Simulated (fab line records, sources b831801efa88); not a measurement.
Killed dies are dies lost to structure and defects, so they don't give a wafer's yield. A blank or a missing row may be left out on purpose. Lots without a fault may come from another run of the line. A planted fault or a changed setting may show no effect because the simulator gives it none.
Tool commonality check | flow gf180mcu | 13 lots, 39 wafers sampled

WHY IT WAS OPENED
At GF_HV_LDD_OVL_MEAS_08 the reading HV_LDD_OVL is flagged on 2 of 13 lots. Wafers without a fault read 0.1 nm, standard deviation 1.5.
Rule: a lot is flagged when every wafer of it that has a number lies more than 4 standard deviations from that mean, or none has a number. The other lots count as sound.

lot  | measured     | on         | HV_LDD_OVL (nm), wafer by wafer | flag
L744 | day 10 02:02 | overlay-02 | 0.1 0.7 -0.2                    |
L745 | day 10 22:37 | overlay-02 | 0.9 -0.6 1.4                    |
L748 | day 11 12:23 | overlay-01 | 2.5 0.2 0.7                     |
L749 | day 11 18:28 | overlay-02 | 1.3 2.4 0.2                     |
L751 | day 12 07:25 | overlay-01 | -0.2 0.1 0.5                    |
L753 | day 12 14:53 | overlay-01 | 1.0 2.5 -0.1                    |
L754 | day 12 18:02 | overlay-01 | 227.9 226.7 226.0               | FLAGGED
L755 | day 13 01:37 | overlay-02 | 224.4 224.8 225.9               | FLAGGED
L756 | day 13 12:19 | overlay-01 | 0.4 2.1 1.8                     |
L757 | day 13 20:10 | overlay-01 | -1.7 -0.2 -0.2                  |
L759 | day 14 10:29 | overlay-02 | 1.1 -0.7 0.4                    |
L761 | day 14 23:31 | overlay-01 | 1.6 2.0 0.3                     |
L765 | day 16 16:01 | overlay-02 | -2.4 -3.4 -0.1                  |
The numbers of the flagged lots are 225.9 nm on average: +225.8 nm against the usual, or +99 or more standard deviations.

WHICH TOOL RAN EACH LOT
The record holds 1 process step before the reading, out of a route of 602 steps. In each cell: the tool, then ch and the chambers that the sampled wafers went through, then the start.
lot  | flag    | GF_HV_LDD_EXPOSE_04
L744 |         | iline_stepper-02 ch 0, day 9 17:25
L745 |         | iline_stepper-02 ch 0, day 10 13:33
L748 |         | iline_stepper-02 ch 0, day 11 02:56
L749 |         | iline_stepper-02 ch 0, day 11 08:58
L751 |         | iline_stepper-02 ch 0, day 11 22:07
L753 |         | iline_stepper-02 ch 0, day 12 05:25
L754 | FLAGGED | iline_stepper-02 ch 0, day 12 08:17
L755 | FLAGGED | iline_stepper-02 ch 0, day 12 16:03
L756 |         | iline_stepper-01 ch 0, day 13 02:35
L757 |         | iline_stepper-01 ch 0, day 13 10:25
L759 |         | iline_stepper-01 ch 0, day 14 00:48
L761 |         | iline_stepper-01 ch 0, day 14 13:02
L765 |         | iline_stepper-01 ch 0, day 16 04:23
What these steps do:
- GF_HV_LDD_EXPOSE_04: exposes mask Nplus LV AREA, target cd 400 nm.
- GF_HV_LDD_OVL_MEAS_08

FLAGGED OVER TOTAL, TOOL BY TOOL (the gauges that took the reading come last)
step                  | tool             | lots run | flagged | share of the flagged lots | sound lots run after its first flagged lot
GF_HV_LDD_EXPOSE_04   | iline_stepper-01 | 5        | 0       | none                      | -
GF_HV_LDD_EXPOSE_04   | iline_stepper-02 | 8        | 2       | all                       | 0
GF_HV_LDD_OVL_MEAS_08 | overlay-01       | 7        | 1       | some                      | 3 (L756,L757,L761)
GF_HV_LDD_OVL_MEAS_08 | overlay-02       | 6        | 1       | some                      | 2 (L759,L765)

WHAT THE TABLE ALLOWS
1 row of the table ran every flagged lot: iline_stepper-02 at GF_HV_LDD_EXPOSE_04.
- iline_stepper-02 at GF_HV_LDD_EXPOSE_04: 2 of its 8 lots flagged. Its last sound lot is L753 (day 12 05:25), its first flagged lot L754 (day 12 08:17): a fault that began between those two fits.
One tool is left: iline_stepper-02 at GF_HV_LDD_EXPOSE_04.

WHAT THE SIMULATOR HAD PUT IN
Scanner matching overlay: iline_stepper-02, from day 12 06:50 on, at GF_HV_LDD_EXPOSE_04. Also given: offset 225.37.
Lots struck among those shown: L754, L755. The rule above found the same.
